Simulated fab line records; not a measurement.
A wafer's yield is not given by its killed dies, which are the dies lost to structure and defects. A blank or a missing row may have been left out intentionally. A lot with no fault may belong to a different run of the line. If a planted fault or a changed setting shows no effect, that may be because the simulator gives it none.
Chamber matching :: flow gf180mcu :: GF_V3_CMP_04 on cmp-02: 4 sister chambers
The step polishes SiO2. 14 wafers are shown with their chamber, then 7 later ones without.

== WAFERS WITH THEIR CHAMBER ==
wafer: L077.1
chamber: 0
motor_current_A (A): 12.1
time_to_endpoint_s (s): 68

wafer: L077.2
chamber: 3
motor_current_A (A): 11.7
time_to_endpoint_s (s): 72

wafer: L077.3
chamber: 2
motor_current_A (A): 15.4
time_to_endpoint_s (s): 65

wafer: L077.4
chamber: 1
motor_current_A (A): 12.8
time_to_endpoint_s (s): 72

wafer: L077.5
chamber: 0
motor_current_A (A): 12.5
time_to_endpoint_s (s): 70

wafer: L077.6
chamber: 3
motor_current_A (A): 11.8
time_to_endpoint_s (s): 71

wafer: L079.3
chamber: 0
motor_current_A (A): 12.4
time_to_endpoint_s (s): 77

wafer: L079.4
chamber: 3
motor_current_A (A): 12.2
time_to_endpoint_s (s): 81

wafer: L079.5
chamber: 3
motor_current_A (A): 12.1
time_to_endpoint_s (s): 80

wafer: L082.1
chamber: 0
motor_current_A (A): 12.1
time_to_endpoint_s (s): 73

wafer: L082.2
chamber: 3
motor_current_A (A): 12.5
time_to_endpoint_s (s): 79

wafer: L082.4
chamber: 1
motor_current_A (A): 12.3
time_to_endpoint_s (s): 85

wafer: L087.1
chamber: 3
motor_current_A (A): 13.0
time_to_endpoint_s (s): 83

wafer: L087.2
chamber: 0
motor_current_A (A): 12.1
time_to_endpoint_s (s): 83

SIGNATURES, as means of the wafers listed above
reading: motor_current_A
chamber 0: 12.240
chamber 1: 12.550
chamber 2: 15.400
chamber 3: 12.217
scatter within a chamber: 0.378

reading: time_to_endpoint_s
chamber 0: 74.20
chamber 1: 78.50
chamber 2: 65.00
chamber 3: 77.67
scatter within a chamber: 5.92
Rule: for each reading, subtract the chamber's mean from the wafer's reading, divide by that reading's scatter and square the result; add these up over the readings and take the root, which gives the wafer's distance from the chamber. The wafer belongs to the nearest chamber; if the next one is less than 2 further off, it can't be placed. How the scatter is found: for the shown wafers, subtract from each reading the mean of its chamber, square and add these, divide the total by (wafers less chambers), then take the root.

== WAFERS WHOSE CHAMBER IS MISSING ==
wafer: L087.4
motor_current_A (A): 15.6
time_to_endpoint_s (s): 84

wafer: L095.1
motor_current_A (A): 16.4
time_to_endpoint_s (s): 71

wafer: L095.3
motor_current_A (A): 12.2
time_to_endpoint_s (s): 79

wafer: L095.6
motor_current_A (A): 15.4
time_to_endpoint_s (s): 76

wafer: L096.2
motor_current_A (A): 13.5
time_to_endpoint_s (s): 72

wafer: L096.3
motor_current_A (A): 16.1
time_to_endpoint_s (s): 83

wafer: L096.6
motor_current_A (A): 12.0
time_to_endpoint_s (s): 89

== EACH ONE'S CHAMBER ==
wafer: L087.4
from the rows above: 2
in truth: 2

wafer: L095.1
from the rows above: 2
in truth: 2

wafer: L095.3
from the rows above: can't be placed: 3 or 0 or 1
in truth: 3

wafer: L095.6
from the rows above: 2
in truth: 2

wafer: L096.2
from the rows above: can't be placed: 1 or 0 or 3
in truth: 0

wafer: L096.3
from the rows above: 2
in truth: 2

wafer: L096.6
from the rows above: can't be placed: 3 or 1 or 0
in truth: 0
Placed correctly: 4 of 7. Cannot be placed on the basis of these rows: 3; the candidates contain the true chamber in 3. 0 placed wrongly.
